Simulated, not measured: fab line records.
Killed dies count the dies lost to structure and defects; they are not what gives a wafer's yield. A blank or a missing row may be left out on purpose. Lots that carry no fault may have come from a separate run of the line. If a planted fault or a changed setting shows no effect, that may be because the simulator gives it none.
Which tool did it? :: flow sky130 :: 15 lots, 45 wafers sampled, at 2 steps of a route of 708

## WHAT EACH GAUGE READ, for each wafer
No reading from a measuring or inspecting step in the record can be judged against a usual standard deviation.

## EACH LOT AND THE TOOL THAT RAN IT (in order: tool; ch and the chambers of the sampled wafers; start)
lot: L635
SKY_SONOS_TUNNEL_STRIP_11: wet_bench-03 ch 3, day 11 04:52
SKY_PAD_OPEN_PROBE_99: -

lot: L637
SKY_SONOS_TUNNEL_STRIP_11: wet_bench-03 ch 2, day 12 01:26
SKY_PAD_OPEN_PROBE_99: -

lot: L639
SKY_SONOS_TUNNEL_STRIP_11: wet_bench-01 ch 2, day 12 10:18
SKY_PAD_OPEN_PROBE_99: -

lot: L641
SKY_SONOS_TUNNEL_STRIP_11: wet_bench-03 ch 0, day 13 05:10
SKY_PAD_OPEN_PROBE_99: prober-01, day 47 10:43

lot: L642
SKY_SONOS_TUNNEL_STRIP_11: wet_bench-01 ch 2, day 13 09:43
SKY_PAD_OPEN_PROBE_99: prober-02, day 47 12:52

lot: L643
SKY_SONOS_TUNNEL_STRIP_11: wet_bench-02 ch 1, day 13 17:23
SKY_PAD_OPEN_PROBE_99: prober-01, day 47 18:11

lot: L649
SKY_SONOS_TUNNEL_STRIP_11: wet_bench-02 ch 2, day 15 19:49
SKY_PAD_OPEN_PROBE_99: -

lot: L650
SKY_SONOS_TUNNEL_STRIP_11: wet_bench-03 ch 2, day 16 02:55
SKY_PAD_OPEN_PROBE_99: -

lot: L651
SKY_SONOS_TUNNEL_STRIP_11: wet_bench-01 ch 1, day 16 13:32
SKY_PAD_OPEN_PROBE_99: -

lot: L652
SKY_SONOS_TUNNEL_STRIP_11: wet_bench-03 ch 3, day 16 21:00
SKY_PAD_OPEN_PROBE_99: -

lot: L653
SKY_SONOS_TUNNEL_STRIP_11: wet_bench-01 ch 0, day 17 01:40
SKY_PAD_OPEN_PROBE_99: -

lot: L654
SKY_SONOS_TUNNEL_STRIP_11: wet_bench-03 ch 0, day 17 18:45
SKY_PAD_OPEN_PROBE_99: -

lot: L655
SKY_SONOS_TUNNEL_STRIP_11: wet_bench-02 ch 3, day 18 04:29
SKY_PAD_OPEN_PROBE_99: -

lot: L656
SKY_SONOS_TUNNEL_STRIP_11: wet_bench-03 ch 1, day 18 12:16
SKY_PAD_OPEN_PROBE_99: -

lot: L657
SKY_SONOS_TUNNEL_STRIP_11: wet_bench-03 ch 3, day 19 07:02
SKY_PAD_OPEN_PROBE_99: -
- SKY_SONOS_TUNNEL_STRIP_11: strips in SPM, time 600 s.
- SKY_PAD_OPEN_PROBE_99

## WHAT THE TOOLS THEMSELVES READ (means of the sampled wafers that have a number; where no wafer has one, the mark that the record gives instead)
SKY_SONOS_TUNNEL_STRIP_11. Usual: bath_guard_temp_C 130.2 C, standard deviation 0.41; bath_heat_duty_pct 14.8 %, standard deviation 1.9.
lot: L635
tool: wet_bench-03
bath_guard_temp_C (C): 130.4
bath_heat_duty_pct (%): 14.1
flag: 

lot: L637
tool: wet_bench-03
bath_guard_temp_C (C): 130.5
bath_heat_duty_pct (%): 16.5
flag: 

lot: L639
tool: wet_bench-01
bath_guard_temp_C (C): 130.2
bath_heat_duty_pct (%): 12.6
flag: 

lot: L641
tool: wet_bench-03
bath_guard_temp_C (C): -
bath_heat_duty_pct (%): -
flag: OFF

lot: L642
tool: wet_bench-01
bath_guard_temp_C (C): -
bath_heat_duty_pct (%): -
flag: OFF

lot: L643
tool: wet_bench-02
bath_guard_temp_C (C): -
bath_heat_duty_pct (%): -
flag: OFF

lot: L649
tool: wet_bench-02
bath_guard_temp_C (C): 130.1
bath_heat_duty_pct (%): 14.8
flag: 

lot: L650
tool: wet_bench-03
bath_guard_temp_C (C): 130.6
bath_heat_duty_pct (%): 15.9
flag: 

lot: L651
tool: wet_bench-01
bath_guard_temp_C (C): 129.3
bath_heat_duty_pct (%): 16.6
flag: 

lot: L652
tool: wet_bench-03
bath_guard_temp_C (C): 130.6
bath_heat_duty_pct (%): 14.7
flag: 

lot: L653
tool: wet_bench-01
bath_guard_temp_C (C): 129.9
bath_heat_duty_pct (%): 14.2
flag: 

lot: L654
tool: wet_bench-03
bath_guard_temp_C (C): 130.0
bath_heat_duty_pct (%): 16.6
flag: 

lot: L655
tool: wet_bench-02
bath_guard_temp_C (C): 130.2
bath_heat_duty_pct (%): 12.8
flag: 

lot: L656
tool: wet_bench-03
bath_guard_temp_C (C): 130.5
bath_heat_duty_pct (%): 11.9
flag: 

lot: L657
tool: wet_bench-03
bath_guard_temp_C (C): 130.5
bath_heat_duty_pct (%): 14.5
flag: 

SKY_PAD_OPEN_PROBE_99. Usual: killed_at_M0_to_M3 44, standard deviation 7.2; killed_at_M4_up 3.4, standard deviation 2.1; killed_at_contacts 24, standard deviation 5.5; killed_at_front_end 15, standard deviation 4.6; killed_at_other 0.4, standard deviation 0.64; killed_dies 86, standard deviation 9.1; killed_on_rim 17, standard deviation 3.8; killed_open 47, standard deviation 7.5; killed_short 39, standard deviation 5.8.
lot: L641
tool: prober-01
killed_at_M0_to_M3: 52
killed_at_M4_up: 2.3
killed_at_contacts: 19
killed_at_front_end: 417
killed_at_other: 1.0
killed_dies: 492
killed_on_rim: 96
killed_open: 50
killed_short: 45
flag: OFF

lot: L642
tool: prober-02
killed_at_M0_to_M3: 39
killed_at_M4_up: 5.3
killed_at_contacts: 25
killed_at_front_end: 423
killed_at_other: 0.3
killed_dies: 492
killed_on_rim: 96
killed_open: 46
killed_short: 41
flag: OFF

lot: L643
tool: prober-01
killed_at_M0_to_M3: 42
killed_at_M4_up: 2.7
killed_at_contacts: 20
killed_at_front_end: 426
killed_at_other: 0.7
killed_dies: 492
killed_on_rim: 96
killed_open: 46
killed_short: 35
flag: OFF

## THE ANSWER, worked out from the rows above alone
Rule: a lot counts as off when the mean over its wafers that have a number is more than 3 standard deviations away from the usual mean. A lot without any number at a reading at which 4 lots or more have one is off too. The other lots that the step has rows for count as sound. After the gauges, taken in route order, come the tools' own readings; for these a lot's mean is taken, as printed above. At the first step where some lot is off, the reading lying furthest off is the one used; lots without a number count as furthest.
Off, at SKY_SONOS_TUNNEL_STRIP_11 on bath_guard_temp_C: L641, L642, L643. Without a number there: L641, L642, L643.
A tool fits if, at that step or a process step before it, it ran every lot that is off, and no sound lot after the first of them. No candidate that was tried fits.

## WHAT THE SIMULATOR PUT IN
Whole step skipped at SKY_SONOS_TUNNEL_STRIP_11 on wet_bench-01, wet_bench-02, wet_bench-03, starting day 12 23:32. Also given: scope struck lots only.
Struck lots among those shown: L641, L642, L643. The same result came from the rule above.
